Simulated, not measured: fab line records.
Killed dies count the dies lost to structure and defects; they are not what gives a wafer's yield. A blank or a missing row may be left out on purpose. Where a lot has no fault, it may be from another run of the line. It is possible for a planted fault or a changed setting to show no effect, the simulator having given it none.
fab line records ; flow sky130
[record] lots = 15; wafers = 45; last-day = 50
route steps=708 shown CONTACT@424 METAL1@436
lots untouched by any fault: they come from a run of this same line in which no faults occurred
start-h: the number of hours between the record's first day and the start of the first shown wafer of the lot ; wait-h: hours since the lot's step before ; " as in the row above ; L1.1+2: a row that stands for several wafers ; - no value present, or no start provided ; * or withheld: withheld ; < > ~ a bound
route shown NAME@n: NAME is a module with steps in the file, n the number in the route of the first one ; usual: average and standard deviation across the fault-free wafers ; same: alike in all rows ; chamber/n: place in a boat ; sites: readings site by site ; _std_site: their standard deviation ; _edge_site: mean of outer sites minus mean of inner sites ; radius-mm: for every site, how far away it sits from the centre of the wafer ; mask NAME#n: copy n ; behind: the last tool/chamber to shape the wafer ; hold: what put the lot on hold/how long, in hours/how the hold closed ; device: the n, p or np transistor that did not switch ; end of line: the tests these same wafers got at the end of their route ; where a step has no rows: the recipe by itself ; killed: count of dies lost to structure and defects at first sort (not the wafer's yield) ; map: per-die view of a wafer (x killed, . not killed, _ where there is no die)
set.NAME: the run value of the setting; set.NAME@STEP: its run value at that earlier step ; model.NAME: the simulator's own value behind a step, which no gauge read
steps of the route over a sample of lots; a table a step, a row a wafer
services: from which hour (start-h, from the record's first day; less than 0 if before it) a tool's chamber was out of use, for how many hours, and why
[[steps]]
[step SKY_CONTACT_ETCH_18]
[recipe] target = Si3N4; chemistry = CHF3/O2; stop-on = TiN; source-w = 600; bias-w = 200; pressure-mtorr = 40; chf3-flow-sccm = 50; O2_flow_sccm = 5; time-s = 39; target-depth-a = 750
[usual] chamber-pressure-mTorr = 40.00/0.039; drypump-motor-current-A = 5.8/0.4; oes-product-au = 0.855/0.0084; throttle-valve-pct = 8.793/0.0086
lot.wafer;tool;chamber;start-h;wait-h;chamber-pressure-mTorr;drypump-motor-current-A;oes-product-au;rf-hours-counter-h;throttle-valve-pct
L215.1;rie-diel-02;1;-;-;40.03;6.2;0.836;6;8.789
L215.3;rie-diel-02;2;-;-;39.94;6.1;0.842;5;8.791
L215.5;rie-diel-02;3;-;-;39.98;6.2;0.859;-;8.790
L216.1;rie-diel-03;3;-;-;40.03;5.8;0.844;7;8.791
L216.2;rie-diel-03;2;-;-;40.08;5.7;0.838;2;8.790
L216.6;rie-diel-03;2;-;-;39.99;5.8;0.853;-;8.792
L218.1;rie-diel-03;3;-;-;39.99;5.8;0.852;7;8.808
L218.4;rie-diel-03;1;-;-;39.97;5.1;0.861;11;8.798
L218.5;rie-diel-03;2;-;-;40.00;5.8;0.871;-;8.793
L219.1;rie-diel-02;0;-;-;40.04;5.3;0.863;0;8.790
L219.4;rie-diel-02;1;-;-;40.07;6.1;0.876;9;8.803
L219.6;rie-diel-02;3;-;-;40.02;6.2;0.863;-;8.794
L221.1;rie-diel-02;0;-;-;39.96;5.3;0.853;0;8.792
L221.4;rie-diel-02;1;-;-;39.95;6.2;0.855;9;8.810
L221.5;rie-diel-02;3;-;-;40.04;6.2;0.866;-;8.784
L220.3;rie-diel-02;1;-;-;40.05;6.2;0.856;9;8.796
L220.4;rie-diel-02;0;-;-;40.00;5.4;0.857;0;8.798
L220.5;rie-diel-02;0;-;-;40.03;5.3;0.862;-;8.802
L228.1;rie-diel-03;1;-;-;39.98;5.1;0.860;14;8.796
L228.2;rie-diel-03;2;-;-;39.95;5.8;0.859;6;8.805
L228.6;rie-diel-03;1;-;-;40.02;5.1;0.876;-;8.805
L230.3;rie-diel-02;3;-;-;40.02;6.1;0.849;18;8.802
L230.4;rie-diel-02;2;-;-;40.00;6.1;0.851;11;8.792
L230.5;rie-diel-02;3;-;-;40.04;6.2;0.856;-;8.782
L229.1;rie-diel-03;0;-;-;40.03;5.2;0.848;9;8.810
L229.2;rie-diel-03;2;-;-;39.98;5.8;0.860;6;8.804
L229.4;rie-diel-03;1;-;-;39.96;5.1;0.851;14;8.791
L232.2;rie-diel-01;2;-;-;40.01;5.8;0.842;13;8.784
L232.3;rie-diel-01;3;-;-;39.95;6.2;0.853;5;8.796
L232.4;rie-diel-01;0;-;-;40.03;5.4;0.850;11;8.792
L231.2;rie-diel-01;3;-;-;40.01;6.2;0.852;5;8.775
L231.3;rie-diel-01;0;-;-;40.03;5.4;0.855;11;8.786
L231.5;rie-diel-01;3;-;-;40.00;6.2;0.858;-;8.792
L233.3;rie-diel-01;0;-;-;40.02;5.4;0.867;12;8.795
L233.4;rie-diel-01;2;-;-;39.97;5.8;0.867;13;8.787
L233.6;rie-diel-01;1;-;-;39.96;6.3;0.867;-;8.802
L236.4;rie-diel-02;0;-;-;40.01;5.3;0.858;4;8.803
L236.5;rie-diel-02;0;-;-;40.03;5.3;0.863;-;8.800
L236.6;rie-diel-02;1;-;-;40.00;6.1;0.870;-;8.798
L235.2;rie-diel-02;2;-;-;39.99;6.1;0.843;12;8.801
L235.3;rie-diel-02;1;-;-;39.97;6.2;0.838;13;8.785
L235.5;rie-diel-02;2;-;-;40.04;6.1;0.850;-;8.767
L237.1;rie-diel-02;1;-;-;40.06;6.1;0.859;13;8.798
L237.4;rie-diel-02;2;-;-;40.02;6.1;0.867;12;8.789
L237.5;rie-diel-02;0;-;-;39.97;5.3;0.863;-;8.794
[step SKY_CONTACT_THK_MEAS_26]
[recipe] thk-meas-gauge = xrf; reads = W_of_CONTACT_CVD_24
[usual] CONTACT_W_THK = 346/6.9
lot.wafer;tool;chamber;start-h;wait-h;CONTACT_W_THK[nm]
L215.1;film-metro-01;-;745.96;0.1;338
L215.3;film-metro-01;-;745.96;0.1;347
L215.5;film-metro-01;-;745.96;0.1;344
L216.1;film-metro-04;-;756.43;0.1;358
L216.2;film-metro-04;-;756.43;0.1;347
L216.6;film-metro-04;-;756.43;0.1;345
L218.1;film-metro-04;-;765.28;0.1;353
L218.4;film-metro-04;-;765.28;0.1;344
L218.5;film-metro-04;-;765.28;0.1;347
L219.1;film-metro-04;-;803.50;0.1;348
L219.4;film-metro-04;-;803.50;0.1;349
L219.6;film-metro-04;-;803.50;0.1;348
L221.1;film-metro-01;-;805.94;0.1;342
L221.4;film-metro-01;-;805.94;0.1;337
L221.5;film-metro-01;-;805.94;0.1;338
L220.3;film-metro-01;-;808.51;0.1;351
L220.4;film-metro-01;-;808.51;0.1;348
L220.5;film-metro-01;-;808.51;0.1;348
L228.1;film-metro-03;-;871.51;0.1;337
L228.2;film-metro-03;-;871.51;0.1;330
L228.6;film-metro-03;-;871.51;0.1;330
L230.3;film-metro-01;-;876.26;0.1;341
L230.4;film-metro-01;-;876.26;0.1;335
L230.5;film-metro-01;-;876.26;0.1;335
L229.1;film-metro-04;-;879.00;0.1;344
L229.2;film-metro-04;-;879.00;0.1;341
L229.4;film-metro-04;-;879.00;0.1;351
L232.2;film-metro-04;-;884.96;0.1;361
L232.3;film-metro-04;-;884.96;0.1;358
L232.4;film-metro-04;-;884.96;0.1;355
L231.2;film-metro-04;-;887.44;0.1;355
L231.3;film-metro-04;-;887.44;0.1;354
L231.5;film-metro-04;-;887.44;0.1;351
L233.3;film-metro-04;-;898.74;0.1;354
L233.4;film-metro-04;-;898.74;0.1;352
L233.6;film-metro-04;-;898.74;0.1;358
L236.4;film-metro-01;-;903.30;0.1;343
L236.5;film-metro-01;-;903.30;0.1;346
L236.6;film-metro-01;-;903.30;0.1;342
L235.2;film-metro-04;-;905.56;0.1;352
L235.3;film-metro-04;-;905.56;0.1;345
L235.5;film-metro-04;-;905.56;0.1;348
L237.1;film-metro-04;-;913.74;0.1;350
L237.4;film-metro-04;-;913.74;0.1;350
L237.5;film-metro-04;-;913.74;0.1;344
[step SKY_METAL1_SPUTTER_02]
[recipe] material = AlCu; target-thk-nm = 250; power-w = 10600; time-s = 13.3; chamber-pressure-pa = 0.4
[usual] cathode-dc-power-W = 10600/1.9; chamber-pressure-pa = 0.4001/0.00081; throttle-valve-pct = 29.9/0.8
lot.wafer;tool;chamber;start-h;wait-h;cathode-dc-power-W;chamber-pressure-pa;throttle-valve-pct
L215.1;pvd-sputter-01;-;746.37;0.0;10601;0.3998;30.7
L215.3;pvd-sputter-01;-;746.37;0.0;10602;0.4010;28.9
L215.5;pvd-sputter-01;-;746.37;0.0;10599;0.3990;30.8
L216.1;pvd-sputter-02;-;756.84;0.0;10599;0.4004;29.1
L216.2;pvd-sputter-02;-;756.84;0.0;10600;0.4011;30.8
L216.6;pvd-sputter-02;-;756.84;0.0;10602;0.4005;30.1
L218.1;pvd-sputter-02;-;765.69;0.0;10600;0.4009;30.9
L218.4;pvd-sputter-02;-;765.69;0.0;10601;0.4005;30.2
L218.5;pvd-sputter-02;-;765.69;0.0;10597;0.4009;29.1
L219.1;pvd-sputter-01;-;803.91;0.0;-;-;-
L219.4;pvd-sputter-01;-;803.91;0.0;-;-;-
L219.6;pvd-sputter-01;-;803.91;0.0;-;-;-
L221.1;pvd-sputter-02;-;806.34;0.0;-;-;-
L221.4;pvd-sputter-02;-;806.34;0.0;-;-;-
L221.5;pvd-sputter-02;-;806.34;0.0;-;-;-
L220.3;pvd-sputter-01;-;808.90;0.0;-;-;-
L220.4;pvd-sputter-01;-;808.90;0.0;-;-;-
L220.5;pvd-sputter-01;-;808.90;0.0;-;-;-
L228.1;pvd-sputter-03;-;871.92;0.0;10597;0.3994;28.7
L228.2;pvd-sputter-03;-;871.92;0.0;10599;0.4012;29.1
L228.6;pvd-sputter-03;-;871.92;0.0;10598;0.3998;29.0
L230.3;pvd-sputter-01;-;876.65;0.0;10601;0.3999;28.9
L230.4;pvd-sputter-01;-;876.65;0.0;10601;0.3987;29.7
L230.5;pvd-sputter-01;-;876.65;0.0;10599;0.3990;29.7
L229.1;pvd-sputter-01;-;879.41;0.0;10601;0.3987;29.8
L229.2;pvd-sputter-01;-;879.41;0.0;10601;0.3992;29.5
L229.4;pvd-sputter-01;-;879.41;0.0;10596;0.3994;28.9
L232.2;pvd-sputter-01;-;885.35;0.0;10600;0.3996;29.7
L232.3;pvd-sputter-01;-;885.35;0.0;10602;0.4011;29.1
L232.4;pvd-sputter-01;-;885.35;0.0;10600;0.4003;29.8
L231.2;pvd-sputter-03;-;887.84;0.0;10598;0.4006;29.8
L231.3;pvd-sputter-03;-;887.84;0.0;10602;0.3999;28.9
L231.5;pvd-sputter-03;-;887.84;0.0;10607;0.3990;29.1
L233.3;pvd-sputter-02;-;899.13;0.0;10599;0.4001;29.1
L233.4;pvd-sputter-02;-;899.13;0.0;10600;0.4002;31.1
L233.6;pvd-sputter-02;-;899.13;0.0;10599;0.3995;31.0
L236.4;pvd-sputter-02;-;903.68;0.0;10597;0.4012;29.1
L236.5;pvd-sputter-02;-;903.68;0.0;10598;0.4014;30.3
L236.6;pvd-sputter-02;-;903.68;0.0;10601;0.4004;31.0
L235.2;pvd-sputter-02;-;905.96;0.0;10602;0.3988;30.1
L235.3;pvd-sputter-02;-;905.96;0.0;10599;0.3989;31.0
L235.5;pvd-sputter-02;-;905.96;0.0;10600;0.4005;29.1
L237.1;pvd-sputter-02;-;914.14;0.0;10601;0.4005;28.9
L237.4;pvd-sputter-02;-;914.14;0.0;10601;0.3998;31.0
L237.5;pvd-sputter-02;-;914.14;0.0;10599;0.3987;30.8
[step SKY_METAL1_RS_MEAS_05]
[recipe] thk-meas-gauge = four-point-probe; reads = TiN_of_METAL1_SPUTTER_04+Ti_of_METAL1_SPUTTER_03+AlCu_of_METAL1_SPUTTER_02+TiN_of_METAL1_SPUTTER_01+Ti_of_METAL1_SPUTTER_00
[usual] METAL1_ALCU_RS = 0.1268/0.0013
lot.wafer;tool;chamber;start-h;wait-h;METAL1_ALCU_RS[ohm/sq]
L215.1;film-metro-04;-;746.46;0.0;0.1286
L215.3;film-metro-04;-;746.46;0.0;0.1285
L215.5;film-metro-04;-;746.46;0.0;0.1274
L216.1;film-metro-01;-;756.93;0.0;0.1253
L216.2;film-metro-01;-;756.93;0.0;0.1262
L216.6;film-metro-01;-;756.93;0.0;0.1250
L218.1;film-metro-01;-;765.78;0.0;0.1250
L218.4;film-metro-01;-;765.78;0.0;0.1262
L218.5;film-metro-01;-;765.78;0.0;0.1248
L219.1;film-metro-02;-;804.00;0.0;8.7716
L219.4;film-metro-02;-;804.00;0.0;8.7413
L219.6;film-metro-02;-;804.00;0.0;8.7750
L221.1;film-metro-04;-;806.44;0.0;8.6499
L221.4;film-metro-04;-;806.44;0.0;8.6451
L221.5;film-metro-04;-;806.44;0.0;8.6646
L220.3;film-metro-02;-;809.03;0.1;8.7187
L220.4;film-metro-02;-;809.03;0.1;8.6163
L220.5;film-metro-02;-;809.03;0.1;8.6157
L228.1;film-metro-04;-;872.01;0.0;0.1255
L228.2;film-metro-04;-;872.01;0.0;0.1265
L228.6;film-metro-04;-;872.01;0.0;0.1262
L230.3;film-metro-02;-;876.78;0.1;0.1265
L230.4;film-metro-02;-;876.78;0.1;0.1259
L230.5;film-metro-02;-;876.78;0.1;0.1265
L229.1;film-metro-01;-;879.50;0.0;0.1267
L229.2;film-metro-01;-;879.50;0.0;0.1259
L229.4;film-metro-01;-;879.50;0.0;0.1267
L232.2;film-metro-01;-;885.47;0.0;0.1275
L232.3;film-metro-01;-;885.47;0.0;0.1273
L232.4;film-metro-01;-;885.47;0.0;0.1272
L231.2;film-metro-01;-;887.95;0.0;0.1279
L231.3;film-metro-01;-;887.95;0.0;0.1294
L231.5;film-metro-01;-;887.95;0.0;0.1292
L233.3;film-metro-02;-;899.26;0.1;0.1247
L233.4;film-metro-02;-;899.26;0.1;0.1275
L233.6;film-metro-02;-;899.26;0.1;0.1263
L236.4;film-metro-02;-;903.83;0.1;0.1259
L236.5;film-metro-02;-;903.83;0.1;0.1268
L236.6;film-metro-02;-;903.83;0.1;0.1272
L235.2;film-metro-01;-;906.07;0.0;0.1247
L235.3;film-metro-01;-;906.07;0.0;0.1256
L235.5;film-metro-01;-;906.07;0.0;0.1246
L237.1;film-metro-01;-;914.24;0.0;0.1265
L237.4;film-metro-01;-;914.24;0.0;0.1273
L237.5;film-metro-01;-;914.24;0.0;0.1259
[step SKY_METAL1_THK_MEAS_06]
[recipe] thk-meas-gauge = xrf; reads = AlCu_of_METAL1_SPUTTER_02
[usual] METAL1_ALCU_THK = 248.2/2.6
lot.wafer;tool;chamber;start-h;wait-h;METAL1_ALCU_THK[nm]
L215.1;film-metro-04;-;746.58;0.1;245.4
L215.3;film-metro-04;-;746.58;0.1;245.9
L215.5;film-metro-04;-;746.58;0.1;247.3
L216.1;film-metro-01;-;757.05;0.1;249.2
L216.2;film-metro-01;-;757.05;0.1;248.9
L216.6;film-metro-01;-;757.05;0.1;250.3
L218.1;film-metro-01;-;765.90;0.1;252.8
L218.4;film-metro-01;-;765.90;0.1;247.4
L218.5;film-metro-01;-;765.90;0.1;249.9
L219.1;film-metro-02;-;804.12;0.1;<0.3
L219.4;film-metro-02;-;804.12;0.1;<0.3
L219.6;film-metro-02;-;804.12;0.1;<0.3
L221.1;film-metro-04;-;806.56;0.1;<0.4
L221.4;film-metro-04;-;806.56;0.1;<0.4
L221.5;film-metro-04;-;806.56;0.1;<0.4
L220.3;film-metro-02;-;809.13;0.1;<0.3
L220.4;film-metro-02;-;809.13;0.1;<0.3
L220.5;film-metro-02;-;809.13;0.1;<0.3
L228.1;film-metro-04;-;872.13;0.1;250.3
L228.2;film-metro-04;-;872.13;0.1;248.5
L228.6;film-metro-04;-;872.13;0.1;248.9
L230.3;film-metro-02;-;876.88;0.1;248.2
L230.4;film-metro-02;-;876.88;0.1;248.9
L230.5;film-metro-02;-;876.88;0.1;247.7
L229.1;film-metro-01;-;879.62;0.1;248.4
L229.2;film-metro-01;-;879.62;0.1;250.6
L229.4;film-metro-01;-;879.62;0.1;249.5
L232.2;film-metro-01;-;885.58;0.1;247.0
L232.3;film-metro-01;-;885.58;0.1;249.4
L232.4;film-metro-01;-;885.58;0.1;249.9
L231.2;film-metro-01;-;888.06;0.1;246.3
L231.3;film-metro-01;-;888.06;0.1;242.2
L231.5;film-metro-01;-;888.06;0.1;244.5
L233.3;film-metro-02;-;899.36;0.1;251.2
L233.4;film-metro-02;-;899.36;0.1;246.0
L233.6;film-metro-02;-;899.36;0.1;248.8
L236.4;film-metro-02;-;903.92;0.1;250.0
L236.5;film-metro-02;-;903.92;0.1;247.1
L236.6;film-metro-02;-;903.92;0.1;246.8
L235.2;film-metro-01;-;906.18;0.1;252.2
L235.3;film-metro-01;-;906.18;0.1;251.8
L235.5;film-metro-01;-;906.18;0.1;253.8
L237.1;film-metro-01;-;914.36;0.1;250.9
L237.4;film-metro-01;-;914.36;0.1;247.2
L237.5;film-metro-01;-;914.36;0.1;251.5
[step SKY_METAL1_DESCUM_17]
[recipe] chemistry = O2; source-power-w = 150; bias-power-w = 0; pressure-mtorr = 10; temp-c = 40; time-s = 8
[usual] chamber-pressure-mTorr = 9.999/0.009; drypump-motor-current-A = 5.86/0.19; he-backside-leak-sccm = 3.25/0.16; oes-product-au = 1.002/0.0068
lot.wafer;tool;chamber;start-h;wait-h;chamber-pressure-mTorr;drypump-motor-current-A;he-backside-leak-sccm;oes-product-au;rf-hours-counter-h
L215.1;rie-metal-04;1;773.49;0.0;9.989;5.79;3.18;1.001;11
L215.3;rie-metal-04;0;773.49;0.0;10.003;6.14;3.25;1.021;-
L215.5;rie-metal-04;0;773.49;0.0;10.027;6.17;3.34;1.023;-
L216.1;rie-metal-02;1;784.69;0.0;10.013;5.79;3.30;1.002;8
L216.2;rie-metal-02;0;784.69;0.0;9.995;5.90;3.10;1.002;9
L216.6;rie-metal-02;1;784.69;0.0;10.002;5.80;3.31;1.012;-
L218.1;rie-metal-04;0;793.15;0.0;9.987;6.14;3.04;1.006;13
L218.4;rie-metal-04;0;793.15;0.0;10.001;6.10;3.16;1.014;-
L218.5;rie-metal-04;0;793.15;0.0;9.994;6.08;3.11;1.008;-
L219.1;rie-metal-02;1;830.96;0.0;10.006;5.83;3.27;1.011;9
L219.4;rie-metal-02;1;830.96;0.0;10.005;5.83;3.38;0.999;-
L219.6;rie-metal-02;1;830.96;0.0;10.003;5.79;3.37;0.997;-
L221.1;rie-metal-04;0;832.90;0.0;9.996;6.10;3.17;1.013;14
L221.4;rie-metal-04;1;832.90;0.0;9.991;5.82;3.10;0.989;-
L221.5;rie-metal-04;1;832.90;0.0;10.018;5.79;3.16;1.005;-
L220.3;rie-metal-01;0;835.20;0.0;9.991;6.02;3.48;0.998;-
L220.4;rie-metal-01;1;835.20;0.0;10.015;5.39;3.13;1.009;-
L220.5;rie-metal-01;0;835.20;0.0;10.014;6.02;3.45;1.005;-
L228.1;rie-metal-04;1;898.30;0.0;9.992;5.79;3.11;1.008;16
L228.2;rie-metal-04;1;898.30;0.0;10.000;5.78;3.13;1.004;-
L228.6;rie-metal-04;1;898.30;0.0;9.993;5.74;3.28;1.000;-
L230.3;rie-metal-02;0;903.43;0.0;9.999;5.91;3.29;0.999;-
L230.4;rie-metal-02;1;903.43;0.0;9.991;5.80;3.26;0.997;-
L230.5;rie-metal-02;1;903.43;0.0;9.988;5.83;3.43;1.002;-
L229.1;rie-metal-01;0;906.06;0.0;10.002;6.01;3.59;1.003;15
L229.2;rie-metal-01;1;906.06;0.0;10.002;5.40;3.08;0.995;9
L229.4;rie-metal-01;0;906.06;0.0;9.994;6.07;3.66;1.005;-
L232.2;rie-metal-01;1;911.56;0.0;9.997;5.43;3.16;0.988;10
L232.3;rie-metal-01;0;911.56;0.0;10.023;6.04;3.71;0.986;-
L232.4;rie-metal-01;1;911.56;0.0;9.984;5.44;3.22;0.991;-
L231.2;rie-metal-02;1;914.20;0.0;9.997;5.80;3.25;0.995;13
L231.3;rie-metal-02;0;914.20;0.0;10.003;5.92;3.31;0.996;-
L231.5;rie-metal-02;0;914.20;0.0;9.980;5.88;3.29;1.002;-
L233.3;rie-metal-01;0;924.35;0.0;9.997;6.07;3.60;1.002;-
L233.4;rie-metal-01;1;924.35;0.0;10.009;5.43;3.17;0.996;-
L233.6;rie-metal-01;0;924.35;0.0;9.984;6.06;3.47;0.993;-
L236.4;rie-metal-04;0;928.35;0.0;9.987;6.15;3.08;1.000;-
L236.5;rie-metal-04;0;928.35;0.0;9.989;6.11;3.29;1.000;-
L236.6;rie-metal-04;0;928.35;0.0;10.005;6.11;3.20;0.990;-
L235.2;rie-metal-04;0;931.47;0.0;10.009;6.08;3.17;0.998;3
L235.3;rie-metal-04;0;931.47;0.0;10.003;6.10;3.22;0.999;-
L235.5;rie-metal-04;1;931.47;0.0;9.998;5.81;3.09;1.003;-
L237.1;rie-metal-02;1;938.04;0.0;9.983;5.84;3.42;1.003;14
L237.4;rie-metal-02;0;938.04;0.0;10.004;5.87;3.30;1.004;-
L237.5;rie-metal-02;0;938.04;0.0;9.986;5.89;3.44;1.004;-
[[services]]
tool;chamber;start-h;hours;kind
rie-diel-03;0;722.30;9.9;repair
rie-metal-01;-;722.54;1.8;repair
rie-diel-02;0;729.74;1.8;repair
pvd-sputter-03;-;733.95;5.3;repair
rie-diel-02;-;735.44;2.8;pm
rie-diel-02;0;740.23;40.9;repair
rie-diel-03;0;756.00;4.4;repair
rie-diel-02;0;781.12;-;clean
pvd-sputter-01;-;791.03;4.0;repair
rie-diel-03;1;810.45;9.2;repair
pvd-sputter-02;-;830.20;2.3;repair
rie-diel-01;-;842.29;36.4;repair
rie-diel-03;3;846.95;3.4;repair
rie-metal-04;-;854.00;4.0;pm
rie-metal-01;1;855.46;4.4;repair
rie-metal-04;-;876.62;2.8;pm
rie-diel-01;1;889.97;5.7;repair
rie-diel-01;-;896.34;0.9;repair
pvd-sputter-01;-;897.33;13.1;repair
pvd-sputter-01;-;910.19;7.6;repair
rie-diel-02;-;917.93;14.6;pm
rie-diel-01;3;921.23;12.1;repair
pvd-sputter-03;-;923.17;8.9;repair
rie-diel-03;0;930.60;1.7;repair
[[key]]
[first-sign] step = SKY_METAL1_SPUTTER_02; reading = tool-record; direction = missing
[effect] step = SKY_METAL1_RS_MEAS_05; reading = METAL1_ALCU_RS; direction = up; sigmas = 99+; usual = 0.1268; struck = 8.6887
[effect] step = SKY_METAL1_THK_MEAS_06; reading = METAL1_ALCU_THK; direction = down; sigmas = 95; usual = 248.2; struck = <0.3
met-at SKY_METAL1_SPUTTER_02
struck-lots L219,L220,L221
later-rows-left-out L219.1,L219.4,L219.6,L220.3,L220.4,L220.5,L221.1,L221.4,L221.5
sort-left-out L219.1,L219.4,L219.6,L220.3,L220.4,L220.5,L221.1,L221.4,L221.5
not-acting-at SKY_CONTACT_ETCH_18,SKY_CONTACT_THK_MEAS_26,SKY_METAL1_DESCUM_17
onset-between 765.69 803.91
[fault] kind = skipped-step-whole; tool = pvd-sputter-01,pvd-sputter-02; chamber = -; onset-h = 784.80; steps = SKY_METAL1_SPUTTER_02; scope = struck-lots-only
// sort-left-out: the simulated sort isn't trusted on such a fault, so these wafers' sort isn't shown, and their yield isn't known
// later-rows-left-out: the simulator's readings of these wafers behind a module that went badly wrong aren't trusted and aren't shown, but for the sort
